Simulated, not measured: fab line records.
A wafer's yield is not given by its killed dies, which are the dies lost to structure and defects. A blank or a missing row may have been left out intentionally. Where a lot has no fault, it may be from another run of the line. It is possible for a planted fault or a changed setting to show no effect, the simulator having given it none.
Chamber matching / flow sky130 / 4 sister chambers for SKY_FIELD_ISO_ETCH_17 on rie si-02
The step etches Si in HBr/Cl2/O2, target depth 342 nm, time 97.7 s. 8 wafers are shown with their chamber, then 7 later ones without.

== EACH WAFER AND ITS CHAMBER ==
wafer=L076.5; chamber=2; oes product au (a.u.)=1.017; throttle valve pct (%)=25.649
wafer=L079.4; chamber=2; oes product au (a.u.)=1.024; throttle valve pct (%)=25.640
wafer=L079.6; chamber=0; oes product au (a.u.)=1.004; throttle valve pct (%)=25.659
wafer=L083.1; chamber=0; oes product au (a.u.)=1.008; throttle valve pct (%)=25.660
wafer=L083.2; chamber=3; oes product au (a.u.)=1.003; throttle valve pct (%)=25.647
wafer=L083.4; chamber=1; oes product au (a.u.)=1.011; throttle valve pct (%)=25.670
wafer=L084.2; chamber=1; oes product au (a.u.)=1.024; throttle valve pct (%)=25.631
wafer=L084.3; chamber=3; oes product au (a.u.)=0.997; throttle valve pct (%)=25.661

== WAFERS WITH NO CHAMBER GIVEN ==
wafer=L084.4; oes product au (a.u.)=1.018; throttle valve pct (%)=25.627
wafer=L090.1; oes product au (a.u.)=1.015; throttle valve pct (%)=25.648
wafer=L090.2; oes product au (a.u.)=1.010; throttle valve pct (%)=25.644
wafer=L090.5; oes product au (a.u.)=1.004; throttle valve pct (%)=25.643
wafer=L097.2; oes product au (a.u.)=1.003; throttle valve pct (%)=25.644
wafer=L097.4; oes product au (a.u.)=1.016; throttle valve pct (%)=25.665
wafer=L097.6; oes product au (a.u.)=1.010; throttle valve pct (%)=25.652

== WHICH CHAMBER EACH ONE RAN IN ==
wafer=L084.4; from the rows above=can't be placed: 2 or 1 or 0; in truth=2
wafer=L090.1; from the rows above=can't be placed: 1 or 2 or 0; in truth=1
wafer=L090.2; from the rows above=can't be placed: 0 or 1 or 2 or 3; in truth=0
wafer=L090.5; from the rows above=can't be placed: 3 or 0 or 1 or 2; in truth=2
wafer=L097.2; from the rows above=can't be placed: 3 or 0 or 1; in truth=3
wafer=L097.4; from the rows above=can't be placed: 1 or 2 or 0 or 3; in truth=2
wafer=L097.6; from the rows above=can't be placed: 0 or 1 or 3 or 2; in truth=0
Placed correctly: 0 of 7. From these rows, 7 cannot be placed; in 7 the true chamber is one of the candidates. Wrongly placed: 0.
How it was worked out, from the rows above alone: a wafer's distance from a chamber is the root of the sum, over the readings, of the square of ((its reading less the chamber's mean) divided by the reading's scatter). If the next closest chamber is less than 2 further off than the closest, the wafer can't be placed; otherwise it belongs to the closest. For every chamber, the mean is computed from those of its wafers that are shown. The scatter: the root of (the sum of the squares of (reading less its chamber's mean) over the shown wafers, divided by (wafers less chambers)).
